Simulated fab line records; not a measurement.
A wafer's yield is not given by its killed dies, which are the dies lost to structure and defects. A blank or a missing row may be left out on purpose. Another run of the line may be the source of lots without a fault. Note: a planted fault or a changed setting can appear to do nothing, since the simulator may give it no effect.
Split-lot experiment | flow gf180mcu | on a route of 602 steps: 5 lots, 23 wafers read

ABOUT THE SPLIT
At GF_V3_CMP_04 (polishes SiO2), the setting leaveAboveRefNm was moved away from the recipe's 632.5 nm on 10 of the 23 wafers read, by -7.5% to +2.6%. For the rest of the wafers, this setting stayed at what the recipe calls for.

FROM THE SPLIT TO THE READING: what the file shows between them, 4 steps
- GF_V3_SOFTBAKE_10: time 60 s (also split here: tempC)
- GF_V3_EXPOSE_11: exposes mask Via3, target cd 260 nm
- GF_V3_PEB_12: peb time 90 s
- GF_V3_ETCH_16: etches BARC in N2/H2

THE READING
oesProductAu, in a.u., at GF_V3_ETCH_17 (etches SiO2 in C4F8/O2/Ar, stops on TiN, target depth 635 nm). On this fab line, fault-free wafers typically give 0.856 a.u. with a standard deviation of 0.0045 a.u.

wafer  | tool, chamber at the split | leaveAboveRefNm as run, nm | against the recipe | oesProductAu, a.u. | against lot-mates on the recipe
L076.3 | cmp-01, 3                  | 632.5                      | recipe             | 0.853              | -
L076.4 | cmp-01, 2                  | 632.5                      | recipe             | 0.858              | -
L076.6 | cmp-01, 0                  | 632.5                      | recipe             | 0.865              | -
L075.1 | cmp-01, 2                  | 632.5                      | recipe             | 0.853              | -
L075.3 | cmp-01, 1                  | 632.5                      | recipe             | 0.854              | -
L075.4 | cmp-01, 3                  | 605.4                      | -4.3%              | 0.832              | -0.022
L075.5 | cmp-01, 1                  | 632.5                      | recipe             | 0.855              | -
L075.6 | cmp-01, 0                  | 605.4                      | -4.3%              | 0.827              | -0.027
L079.2 | cmp-01, 1                  | 649.2                      | +2.6%              | 0.860              | +0.003
L079.3 | cmp-01, 2                  | 632.5                      | recipe             | 0.854              | -
L079.4 | cmp-01, 3                  | 649.2                      | +2.6%              | 0.868              | +0.011
L079.5 | cmp-01, 1                  | 632.5                      | recipe             | 0.861              | -
L079.6 | cmp-01, 0                  | 649.2                      | +2.6%              | 0.874              | +0.017
L083.1 | cmp-02, 1                  | 592.4                      | -6.3%              | 0.831              | -0.022
L083.2 | cmp-02, 2                  | 632.5                      | recipe             | 0.854              | -
L083.3 | cmp-02, 0                  | 592.4                      | -6.3%              | 0.827              | -0.026
L083.5 | cmp-02, 1                  | 632.5                      | recipe             | 0.853              | -
L083.6 | cmp-02, 2                  | 592.4                      | -6.3%              | 0.828              | -0.025
L084.1 | cmp-02, 3                  | 632.5                      | recipe             | 0.855              | -
L084.2 | cmp-02, 1                  | 632.5                      | recipe             | 0.855              | -
L084.3 | cmp-02, 0                  | 585.1                      | -7.5%              | 0.828              | -0.027
L084.4 | cmp-02, 2                  | 585.1                      | -7.5%              | 0.824              | -0.031
L084.6 | cmp-02, 0                  | 632.5                      | recipe             | 0.856              | -

FIT RESULTS
A straight line over all 23 wafers: oesProductAu changes by +0.00437 a.u. for each +1% of leaveAboveRefNm; r = +0.96; the points scatter about the line by 0.0044 a.u.
The same after taking each lot's own level away (the mean of its wafers on the recipe; 23 wafers): +0.00407 a.u. for each +1%; r = +0.96; scatter 0.004 a.u.
On that fit, the largest move of leaveAboveRefNm shifts the reading by 0.03 a.u.
The lots' own levels span 0.8535 to 0.8587 a.u., that is 1.1 times the standard deviation above.
The two slopes are in agreement: the lot-to-lot level therefore moves the slope only a little.
Check: -0.0319 a.u. against its lot-mates is what the line predicts for one of the wafers moved furthest among these (-7.5%) when that wafer is left out of the fit. It came out at -0.0273 a.u. against them.
Tool readings at the split's step, against how far the setting was moved: timeToEndpointS r = -0.85.

OTHER SPLITS APPLIED TO THESE WAFERS
Note: prior to the reading, these wafers also went through further splits. Each is held against what the fit with the lots' levels taken away leaves over:
other split on the same wafers | wafers away from the commonest value | r with oesProductAu (lot level and that fit taken away)
GF_V2_EXPOSE_11 doseMj         | 9                                    | -0.35
GF_M3_SPUTTER_04 powerW        | 5                                    | +0.07
GF_M3_METAL_ETCH_16 timeS      | 9                                    | +0.38
GF_V3_SOFTBAKE_10 tempC        | 11                                   | +0.07

THE WHOLE CHAIN: every reading that the file lists as answering this split, in the file's order
step          | what it does                                                 | reading                                                                  | change (the file's fit)                   | r (the file's)
GF_V3_CMP_04  | polishes SiO2                                                | timeToEndpointS                                                          | withheld for each +1% of the setting      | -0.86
GF_V3_CMP_04  | polishes SiO2                                                | SiO2_of_V3_CVD_02.thkNm (the simulator's own value, which no gauge read) | +6.4 nm for each +1% of the setting       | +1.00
GF_V3_ETCH_17 | etches SiO2 in C4F8/O2/Ar, stops on TiN, target depth 635 nm | oesProductAu                                                             | +0.00413 a.u. for each +1% of the setting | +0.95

THE FILE'S OWN FIT
oesProductAu changes by +0.00413 a.u. for each +1% of leaveAboveRefNm, r = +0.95.
